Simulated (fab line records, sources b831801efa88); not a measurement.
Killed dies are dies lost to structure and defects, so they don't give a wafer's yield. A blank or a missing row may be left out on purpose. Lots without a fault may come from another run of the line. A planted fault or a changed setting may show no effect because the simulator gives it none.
fab line records | flow gf180mcu | part 1 of 2: steps 1 to 22 of 34
record lots=5 wafers=15 last_day=34
route steps=602 shown V5@551 TOP_METAL@567
lots that met no fault: from a run of the same line without faults
start_h: hours from the record's first day to the start of the lot's first wafer shown | wait_h: hours since the lot's step before | " the same as in the row above | L1.1+2: a row that stands for several wafers | - no value, or no start given | * or withheld: withheld | < > ~ a bound
route shown NAME@n: a module of which the file shows steps, and the number in the route of the first | usual: mean/standard deviation of fault-free wafers | same: alike in all rows | chamber/n: place in a boat | sites: the reading at each site | _std_site: their standard deviation | _edge_site: outer sites' mean less inner sites' | radius_mm: how far each site lies from the wafer's centre | mask NAME#n: copy n | behind: the tool/chamber that last shaped the wafer | hold: why the lot was held/for how many hours/how that ended | device: the transistor (n, p or np) that didn't switch | end of line: the same wafers' tests at the end of the route | a step without rows: its recipe alone | killed: dies lost to structure and defects at the first sort, not the wafer's yield | map: a wafer's dies, x killed, . not, _ none there
set.NAME: the setting as run; set.NAME@STEP: as run at that earlier step | model.NAME: the simulator's own value behind a step, which no gauge read
lots at some steps of the route; a table a step, a row a wafer
services: from which hour (start_h, from the record's first day; less than 0 if before it) a tool's chamber was out of use, for how many hours, and why
## steps
# step GF_V5_EXPOSE_11
# recipe mask_id=Via5 target_cd_nm=260 na=0.68 source_shape=conventional sigma_outer=0.6 dose_mj=38
# columns lot.wafer tool chamber start_h wait_h mask
L084.2+5+6 krf_scanner-02 0 - - Via5#0
L085.2+5+6 krf_scanner-02 0 - - Via5#0
L089.2+4+5 krf_scanner-02 0 - - Via5#0
L090.3+4+5 krf_scanner-01 0 - - Via5#0
L096.1+4+5 krf_scanner-02 0 - - Via5#0
# step GF_V5_PEB_12
# recipe peb_temp_c=135 peb_time_s=90 resist=KrF
# columns lot.wafer tool chamber start_h wait_h
L084.2+5+6 litho_track-03 0 - -
L085.2+5+6 litho_track-03 0 - -
L089.2+4+5 litho_track-01 0 - -
L090.3+4+5 litho_track-03 0 - -
L096.1+4+5 litho_track-02 0 - -
# step GF_V5_DEVELOP_13
# recipe develop_time_s=60 resist=KrF dev_temp_c=21
# columns lot.wafer tool chamber start_h wait_h
L084.2+5+6 litho_track-03 0 705.43 0.2
L085.2+5+6 litho_track-03 0 708.78 0.2
L089.2+4+5 litho_track-01 0 735.07 0.2
L090.3+4+5 litho_track-03 0 749.76 0.1
L096.1+4+5 litho_track-02 0 774.75 0.2
# step GF_V5_CD_MEAS_14
# recipe target_cd_nm=260
# usual cd_nm=259.9/1.3
# columns lot.wafer tool chamber start_h wait_h cd_nm
L084.2 cd_sem-02 - 705.58 0.1 261.6
L084.5 " - " " 262.5
L084.6 " - " " 262.1
L085.2 cd_sem-01 - 708.93 0.1 258.4
L085.5 " - " " 258.4
L085.6 " - " " 258.6
L089.2 cd_sem-01 - 735.21 0.1 259.6
L089.4 " - " " 260.9
L089.5 " - " " 259.3
L090.3 cd_sem-01 - 749.90 0.1 261.1
L090.4 " - " " 260.1
L090.5 " - " " 262.5
L096.1 cd_sem-02 - 774.90 0.1 258.5
L096.4 " - " " 257.3
L096.5 " - " " 256.7
# step GF_V5_OVL_MEAS_15
# usual V5_OVL=0/5.8
# columns lot.wafer tool chamber start_h wait_h V5_OVL[nm]
L084.2 overlay-01 - 705.68 0.1 11
L084.5 " - " " 10
L084.6 " - " " 3
L085.2 overlay-02 - 709.03 0.1 -4
L085.5 " - " " -2
L085.6 " - " " -5
L089.2 overlay-01 - 735.32 0.1 -5
L089.4 " - " " -9
L089.5 " - " " -6
L090.3 overlay-02 - 749.99 0.1 6
L090.4 " - " " 2
L090.5 " - " " 4
L096.1 overlay-01 - 775.02 0.1 7
L096.4 " - " " 0
L096.5 " - " " 8
# step GF_V5_ETCH_16
# recipe chemistry=N2/H2 target_depth_a=withheld overetch_a=withheld time_s=withheld target=BARC ion_energy_ev=200 source_w=500 bias_w=100 pressure_mtorr=30 n2_flow_sccm=100 h2_flow_sccm=200
# usual bias_w=100.00/0.28 drypump_motor_current_A=5.7/0.47 oes_product_au=0.855/0.0045 throttle_valve_pct=13.225/0.0075
# columns lot.wafer tool chamber start_h wait_h bias_w drypump_motor_current_A oes_product_au throttle_valve_pct
L084.2 rie_diel-02 1 705.71 0.0 100.55 6.2 0.856 13.222
L084.5 " 1 " " 100.50 6.2 0.853 13.212
L084.6 " 3 " " 100.01 6.1 0.851 13.226
L085.2 rie_diel-02 1 709.06 0.0 100.23 6.2 0.855 13.220
L085.5 " 2 " " 100.60 5.1 0.858 13.211
L085.6 " 3 " " 99.61 6.1 0.850 13.221
L089.2 rie_diel-03 2 735.35 0.0 100.19 5.5 0.860 13.231
L089.4 " 3 " " 100.03 5.8 0.852 13.229
L089.5 " 3 " " 99.78 5.7 0.849 13.213
L090.3 rie_diel-01 2 750.01 0.0 99.69 5.8 0.851 13.224
L090.4 " 3 " " 100.25 5.8 0.866 13.231
L090.5 " 0 " " 99.68 6.6 0.869 13.208
L096.1 rie_diel-03 3 775.05 0.0 100.56 5.8 0.855 13.224
L096.4 " 0 " " 99.53 5.0 0.862 13.218
L096.5 " 3 " " 100.07 5.8 0.854 13.227
# step GF_V5_ETCH_17
# recipe chemistry=C4F8/O2/Ar mask_material=KrF target=SiO2 stop_on=TiN source_w=1500 bias_w=1200 pressure_mtorr=40 c4f8_flow_sccm=withheld O2_flow_sccm=6 Ar_flow_sccm=300 time_s=withheld target_depth_a=8550
# usual bias_w=1199/3.6 oes_product_au=0.860/0.0044
# columns lot.wafer tool chamber start_h wait_h bias_w oes_product_au
L084.2 rie_diel-02 1 - - 1196 0.856
L084.5 " 1 " " 1198 0.862
L084.6 " 3 " " 1197 0.856
L085.2 rie_diel-02 1 - - 1199 0.858
L085.5 " 2 " " 1198 0.856
L085.6 " 3 " " 1198 0.866
L089.2 rie_diel-03 2 - - 1195 0.861
L089.4 " 3 " " 1199 0.863
L089.5 " 3 " " 1199 0.860
L090.3 rie_diel-01 2 - - 1201 0.864
L090.4 " 3 " " 1197 0.861
L090.5 " 0 " " 1199 0.864
L096.1 rie_diel-03 3 - - 1197 0.858
L096.4 " 0 " " 1199 0.864
L096.5 " 3 " " 1201 0.859
# step GF_V5_STRIP_18
# recipe chemistry=O2/N2 power_w=1400 pressure_mtorr=1500 platen_temp_c=250 o2_flow_sccm=3000 n2_flow_sccm=300 overash_fraction=0.5
# usual drypump_motor_current_A=5.8/0.35 heater_power_w=332/20 oes_product_au=0.570/0.0048
# columns lot.wafer tool chamber start_h wait_h drypump_motor_current_A heater_power_w oes_product_au rf_hours_counter_h
L084.2 plasma_asher-02 0 705.86 - 6.2 304 0.572 64
L084.5 " 0 " " 6.2 301 0.565 -
L084.6 " 1 " " 5.7 324 0.566 -
L085.2 plasma_asher-01 1 709.21 - 5.4 342 0.574 96
L085.5 " 0 " " 6.0 346 0.575 -
L085.6 " 1 " " 5.4 348 0.565 -
L089.2 plasma_asher-01 0 735.50 - 6.0 356 0.569 99
L089.4 " 1 " " 5.4 340 0.570 -
L089.5 " 1 " " 5.4 346 0.578 -
L090.3 plasma_asher-02 1 750.20 - 5.7 333 0.575 -
L090.4 " 0 " " 6.2 304 0.574 -
L090.5 " 0 " " 6.2 305 0.580 -
L096.1 plasma_asher-01 0 775.20 - 6.0 361 0.568 104
L096.4 " 0 " " 6.0 359 0.576 -
L096.5 " 1 " " 5.4 345 0.561 -
# step GF_V5_STRIP_19
# recipe chemistry=post_etch_residue_remover time_s=1200 temp_c=72.5
# usual bath_guard_temp_C=72.4/0.42
# columns lot.wafer tool chamber start_h wait_h bath_guard_temp_C
L084.2 wet_bench-01 2 705.96 0.1 72.1
L084.5 " 2 " " 71.7
L084.6 " 2 " " 72.2
L085.2 wet_bench-01 3 709.31 0.1 71.9
L085.5 " 3 " " 71.6
L085.6 " 3 " " 72.2
L089.2 wet_bench-02 1 735.60 0.1 72.1
L089.4 " 1 " " 72.2
L089.5 " 1 " " 72.6
L090.3 wet_bench-02 3 750.26 0.0 71.9
L090.4 " 3 " " 71.7
L090.5 " 3 " " 72.4
L096.1 wet_bench-04 2 775.30 0.1 73.0
L096.4 " 2 " " 72.5
L096.5 " 2 " " 72.6
# step GF_V5_CLEAN_20
# recipe chemistry=DIW dry=n2_spin
# columns lot.wafer tool chamber start_h wait_h
L084.2+5+6 wet_bench-02 3 706.31 0.0
L085.2+5+6 wet_bench-02 1 709.69 0.0
L089.2+4+5 wet_bench-04 1 735.94 0.0
L090.3+4+5 wet_bench-02 1 750.61 0.0
L096.1+4+5 wet_bench-01 3 775.65 0.0
# step GF_V5_SPUTTER_21
# recipe material=Ti target_thk_nm=15 chamber_pressure_pa=5 power_w=2500 substrate_temp_c=200 time_s=80.02
# usual cathode_dc_power_W=2499.9/0.43 chamber_pressure_pa=5.000/0.01 throttle_valve_pct=30.1/1.1
# columns lot.wafer tool chamber start_h wait_h cathode_dc_power_W chamber_pressure_pa throttle_valve_pct
L084.2 pvd_sputter-02 - 706.40 0.0 2500.2 5.020 30.0
L084.5 " - " " 2500.2 5.011 29.8
L084.6 " - " " 2500.1 4.982 31.7
L085.2 pvd_sputter-02 - 709.78 0.0 2500.3 5.006 31.9
L085.5 " - " " 2499.9 5.009 29.8
L085.6 " - " " 2499.4 4.996 31.9
L089.2 pvd_sputter-02 - 736.03 0.0 2500.0 4.994 30.0
L089.4 " - " " 2499.4 4.996 27.4
L089.5 " - " " 2499.8 5.014 29.6
L090.3 pvd_sputter-01 - 750.70 0.0 2499.6 4.993 29.4
L090.4 " - " " 2500.5 4.996 29.9
L090.5 " - " " 2499.4 5.005 29.7
L096.1 pvd_sputter-03 - 775.74 0.0 2500.3 4.978 31.6
L096.4 " - " " 2499.9 4.993 30.8
L096.5 " - " " 2500.3 5.007 31.2
# step GF_V5_SPUTTER_22
# recipe material=TiN target_thk_nm=10 chamber_pressure_pa=5 power_w=4000 time_s=40
# usual cathode_dc_power_W=4000.0/0.67 chamber_pressure_pa=5.000/0.0092 throttle_valve_pct=30.0/1.1
# columns lot.wafer tool chamber start_h wait_h cathode_dc_power_W chamber_pressure_pa throttle_valve_pct
L084.2 pvd_sputter-02 - 706.46 0.0 3999.4 5.001 29.8
L084.5 " - " " 4000.3 4.997 29.9
L084.6 " - " " 4000.0 5.006 31.7
L085.2 pvd_sputter-02 - 709.84 0.0 4000.4 5.018 31.6
L085.5 " - " " 3999.4 5.004 29.6
L085.6 " - " " 4001.2 5.023 31.6
L089.2 pvd_sputter-02 - 736.09 0.0 4000.0 4.995 29.9
L089.4 " - " " 3999.2 4.998 27.3
L089.5 " - " " 4000.3 4.993 29.7
L090.3 pvd_sputter-01 - 750.76 0.0 4001.1 4.989 29.6
L090.4 " - " " 3999.4 5.000 29.7
L090.5 " - " " 3999.7 4.999 29.6
L096.1 pvd_sputter-03 - 775.80 0.0 4001.8 4.994 31.9
L096.4 " - " " 4000.5 4.989 30.6
L096.5 " - " " 4000.9 5.002 30.9
# step GF_V5_CVD_23
# recipe material=W target_thk_nm=350 time_s=104.9 temp_c=400 pressure_torr=40
# usual heater_power_w=859/53
# columns lot.wafer tool chamber start_h wait_h heater_power_w
L084.2 cvd_w-01 1 706.50 0.0 802
L084.5 " 0 " " 849
L084.6 " 1 " " 811
L085.2 cvd_w-01 1 709.88 0.0 808
L085.5 " 1 " " 794
L085.6 " 0 " " 831
L089.2 cvd_w-02 1 736.13 0.0 873
L089.4 " 1 " " 875
L089.5 " 0 " " 939
L090.3 cvd_w-01 0 750.83 0.1 856
L090.4 " 1 " " 798
L090.5 " 1 " " 807
L096.1 cvd_w-01 1 775.84 0.0 815
L096.4 " 0 " " 847
L096.5 " 0 " " 838
# step GF_V5_RS_MEAS_24
# recipe thk_meas_gauge=four-point-probe reads=W_of_V5_CVD_23+TiN_of_V5_SPUTTER_22+Ti_of_V5_SPUTTER_21
# usual V5_W_RS=0.328/0.0038
# columns lot.wafer tool chamber start_h wait_h V5_W_RS[ohm/sq]
L084.2 film_metro-02 - 706.63 0.1 0.325
L084.5 " - " " 0.325
L084.6 " - " " 0.325
L085.2 film_metro-02 - 710.01 0.1 0.329
L085.5 " - " " 0.329
L085.6 " - " " 0.331
L089.2 film_metro-02 - 736.27 0.1 0.333
L089.4 " - " " 0.330
L089.5 " - " " 0.335
L090.3 film_metro-02 - 750.95 0.1 0.323
L090.4 " - " " 0.327
L090.5 " - " " 0.329
L096.1 film_metro-04 - 775.95 0.1 0.320
L096.4 " - " " 0.327
L096.5 " - " " 0.329
# step GF_V5_THK_MEAS_25
# recipe thk_meas_gauge=xrf reads=W_of_V5_CVD_23
# usual V5_W_THK=357/4.6
# columns lot.wafer tool chamber start_h wait_h V5_W_THK[nm]
L084.2 film_metro-02 - 706.74 0.1 363
L084.5 " - " " 360
L084.6 " - " " 361
L085.2 film_metro-02 - 710.12 0.1 354
L085.5 " - " " 356
L085.6 " - " " 355
L089.2 film_metro-02 - 736.38 0.1 357
L089.4 " - " " 357
L089.5 " - " " 353
L090.3 film_metro-02 - 751.05 0.1 362
L090.4 " - " " 358
L090.5 " - " " 357
L096.1 film_metro-04 - 776.07 0.1 367
L096.4 " - " " 360
L096.5 " - " " 358
# step GF_V5_CMP_26
# recipe stop_on=SiO2 down_force_psi=3.5 platen_rpm=60 t_overpolish_s=15 target_thk_nm=0 pad_velocity_m_s=0.94248
# usual motor_current_A=11.3/1.1 overpolish_run_s=15.001/0.0094 time_to_endpoint_s=85/4.2
# columns lot.wafer tool chamber start_h wait_h motor_current_A overpolish_run_s time_to_endpoint_s
L084.2 cmp-02 2 706.89 0.1 10.5 14.998 83
L084.5 " 0 " " 10.9 14.985 81
L084.6 " 1 " " 10.2 15.012 76
L085.2 cmp-01 0 710.22 0.1 13.4 15.005 84
L085.5 " 3 " " 11.3 14.995 92
L085.6 " 0 " " 12.2 14.997 84
L089.4 cmp-01 3 736.43 0.0 11.5 15.012 91
L089.2 " 0 " " 13.1 14.990 87
L089.5 " 0 " " 12.3 15.000 84
L090.3 cmp-01 0 751.14 0.1 13.1 14.991 82
L090.4 " 1 " " 12.4 14.988 82
L090.5 " 3 " " 11.4 15.017 89
L096.1 cmp-01 1 776.13 0.1 12.9 14.998 81
L096.4 " 0 " " 13.7 15.006 83
L096.5 " 1 " " 12.2 15.011 80
# step GF_TOP_METAL_SPUTTER_00
# recipe material=Ti target_thk_nm=37.5 arriving_ion_energy_ev=80 substrate_temp_c=200 chamber_pressure_pa=2 power_w=4000 time_s=150
# usual cathode_dc_power_W=4000.0/0.69 chamber_pressure_pa=2.000/0.0038 throttle_valve_pct=29.8/1.1
# columns lot.wafer tool chamber start_h wait_h cathode_dc_power_W chamber_pressure_pa throttle_valve_pct
L084.2 pvd_sputter-01 - 707.09 0.1 4001.9 1.997 30.4
L084.5 " - " " 3999.4 1.995 29.6
L084.6 " - " " 3998.6 2.000 30.6
L085.2 pvd_sputter-01 - 710.47 0.2 3999.9 2.001 29.5
L085.5 " - " " 3999.4 2.004 29.7
L085.6 " - " " 4000.3 2.005 29.9
L089.2 pvd_sputter-04 - 736.73 0.2 4000.2 2.003 29.8
L089.4 " - " " 3999.9 2.010 31.3
L089.5 " - " " 4000.8 1.995 30.1
L090.3 pvd_sputter-04 - 751.39 0.2 4001.0 2.003 31.5
L090.4 " - " " 4000.2 2.002 30.1
L090.5 " - " " 4001.2 2.003 29.7
L096.1 pvd_sputter-02 - 776.43 0.2 3998.8 2.001 31.8
L096.4 " - " " 3999.4 2.001 29.7
L096.5 " - " " 4000.3 2.000 27.7
# step GF_TOP_METAL_SPUTTER_01
# recipe material=TiN target_thk_nm=30 power_w=6500 time_s=25 chamber_pressure_pa=0.4
# usual cathode_dc_power_W=6500.0/1.2 chamber_pressure_pa=0.3999/0.00079 throttle_valve_pct=29.8/1.1
# columns lot.wafer tool chamber start_h wait_h cathode_dc_power_W chamber_pressure_pa throttle_valve_pct
L084.2 pvd_sputter-01 - 707.19 0.1 6500.8 0.3993 30.5
L084.5 " - " " 6499.3 0.4002 30.0
L084.6 " - " " 6499.2 0.3990 30.5
L085.2 pvd_sputter-01 - 710.57 0.1 6497.8 0.3995 29.6
L085.5 " - " " 6499.4 0.4008 29.6
L085.6 " - " " 6500.6 0.3998 29.8
L089.2 pvd_sputter-04 - 736.83 0.1 6501.0 0.3988 29.6
L089.4 " - " " 6500.1 0.4004 31.7
L089.5 " - " " 6497.9 0.4001 29.6
L090.3 pvd_sputter-04 - 751.49 0.1 6499.0 0.3995 31.7
L090.4 " - " " 6499.5 0.3996 30.3
L090.5 " - " " 6499.3 0.3995 29.9
L096.1 pvd_sputter-02 - 776.53 0.1 6499.5 0.4005 31.8
L096.4 " - " " 6500.4 0.3999 29.9
L096.5 " - " " 6500.9 0.3987 27.4
# step GF_TOP_METAL_SPUTTER_02
# recipe material=AlCu target_thk_nm=900 power_w=10600 chamber_pressure_pa=0.3 substrate_temp_c=250 gas=Ar time_s=47.82
# usual cathode_dc_power_W=10600/2.1 chamber_pressure_pa=0.3001/0.00075 throttle_valve_pct=29.8/1.1
# columns lot.wafer tool chamber start_h wait_h cathode_dc_power_W chamber_pressure_pa throttle_valve_pct
L084.2 pvd_sputter-01 - 707.22 0.0 10601 0.3000 30.3
L084.5 " - " " 10599 0.3018 30.0
L084.6 " - " " 10599 0.3011 30.6
L085.2 pvd_sputter-01 - 710.60 0.0 10598 0.3001 29.6
L085.5 " - " " 10601 0.3007 29.4
L085.6 " - " " 10602 0.3003 29.9
L089.2 pvd_sputter-04 - 736.86 0.0 10599 0.3052 29.7
L089.4 " - " " 10600 0.3000 31.6
L089.5 " - " " 10597 0.2993 30.2
L090.3 pvd_sputter-04 - 751.52 0.0 10605 0.3002 31.7
L090.4 " - " " 10597 0.3005 29.8
L090.5 " - " " 10600 0.2996 30.1
L096.1 pvd_sputter-02 - 776.56 0.0 10601 0.3001 31.9
L096.4 " - " " 10597 0.2995 29.6
L096.5 " - " " 10598 0.2988 27.4
# step GF_TOP_METAL_SPUTTER_03
# recipe material=Ti target_thk_nm=5 substrate_temp_c=300 chamber_pressure_pa=0.3 power_w=3000 time_s=3.3
# usual cathode_dc_power_W=3000.0/0.57 chamber_pressure_pa=0.3000/0.00064 throttle_valve_pct=29.8/1.1
# columns lot.wafer tool chamber start_h wait_h cathode_dc_power_W chamber_pressure_pa throttle_valve_pct
L084.2 pvd_sputter-01 - 707.26 0.0 3000.8 0.2997 30.6
L084.5 " - " " 2999.5 0.3007 30.2
L084.6 " - " " 2999.3 0.3006 30.6
L085.2 pvd_sputter-01 - 710.65 0.0 2999.7 0.2990 29.5
L085.5 " - " " 2999.7 0.2998 29.5
L085.6 " - " " 2999.8 0.3002 29.6
L089.2 pvd_sputter-04 - 736.90 0.0 3000.1 0.3002 30.1
L089.4 " - " " 3000.1 0.2993 31.7
L089.5 " - " " 3001.5 0.2997 30.0
L090.3 pvd_sputter-04 - 751.56 0.0 3000.0 0.3005 31.3
L090.4 " - " " 2999.5 0.2996 29.8
L090.5 " - " " 3000.5 0.2987 29.7
L096.1 pvd_sputter-02 - 776.60 0.0 3001.0 0.3005 31.6
L096.4 " - " " 3001.7 0.3011 30.0
L096.5 " - " " 3000.2 0.3008 27.5
# step GF_TOP_METAL_SPUTTER_04
# recipe material=TiN target_thk_nm=25 power_w=6500 time_s=20.8 chamber_pressure_pa=0.4
# usual cathode_dc_power_W=6499.9/1.2 chamber_pressure_pa=0.4000/0.00083 throttle_valve_pct=29.8/1.1
# columns lot.wafer tool chamber start_h wait_h cathode_dc_power_W chamber_pressure_pa throttle_valve_pct
L084.2 pvd_sputter-01 - 707.28 0.0 6500.4 0.4009 30.4
L084.5 " - " " 6500.2 0.3994 29.9
L084.6 " - " " 6500.8 0.4000 30.4
L085.2 pvd_sputter-01 - 710.66 0.0 6499.0 0.3993 29.7
L085.5 " - " " 6500.4 0.3996 29.7
L085.6 " - " " 6499.3 0.4014 29.7
L089.2 pvd_sputter-04 - 736.92 0.0 6501.7 0.4006 29.6
L089.4 " - " " 6501.8 0.3996 31.6
L089.5 " - " " 6502.3 0.4006 30.1
L090.3 pvd_sputter-04 - 751.58 0.0 6500.8 0.3998 31.8
L090.4 " - " " 6497.3 0.3998 30.1
L090.5 " - " " 6499.7 0.3989 29.6
L096.1 pvd_sputter-02 - 776.62 0.0 6500.1 0.3999 31.6
L096.4 " - " " 6500.1 0.3977 29.8
L096.5 " - " " 6499.2 0.3992 27.7
# step GF_TOP_METAL_RS_MEAS_05
# recipe thk_meas_gauge=four-point-probe reads=TiN_of_TOP_METAL_SPUTTER_04+Ti_of_TOP_METAL_SPUTTER_03+AlCu_of_TOP_METAL_SPUTTER_02+TiN_of_TOP_METAL_SPUTTER_01+Ti_of_TOP_METAL_SPUTTER_00
# usual TOP_METAL_ALCU_RS=0.0329/0.00045
# columns lot.wafer tool chamber start_h wait_h TOP_METAL_ALCU_RS[ohm/sq]
L084.2 film_metro-03 - 707.33 0.0 0.0325
L084.5 " - " " 0.0327
L084.6 " - " " 0.0325
L085.2 film_metro-04 - 710.71 0.0 0.0334
L085.5 " - " " 0.0333
L085.6 " - " " 0.0329
L089.2 film_metro-04 - 736.97 0.0 0.0336
L089.4 " - " " 0.0333
L089.5 " - " " 0.0329
L090.3 film_metro-02 - 751.65 0.1 0.0327
L090.4 " - " " 0.0321
L090.5 " - " " 0.0332
L096.1 film_metro-03 - 776.65 0.0 0.0334
L096.4 " - " " 0.0339
L096.5 " - " " 0.0337
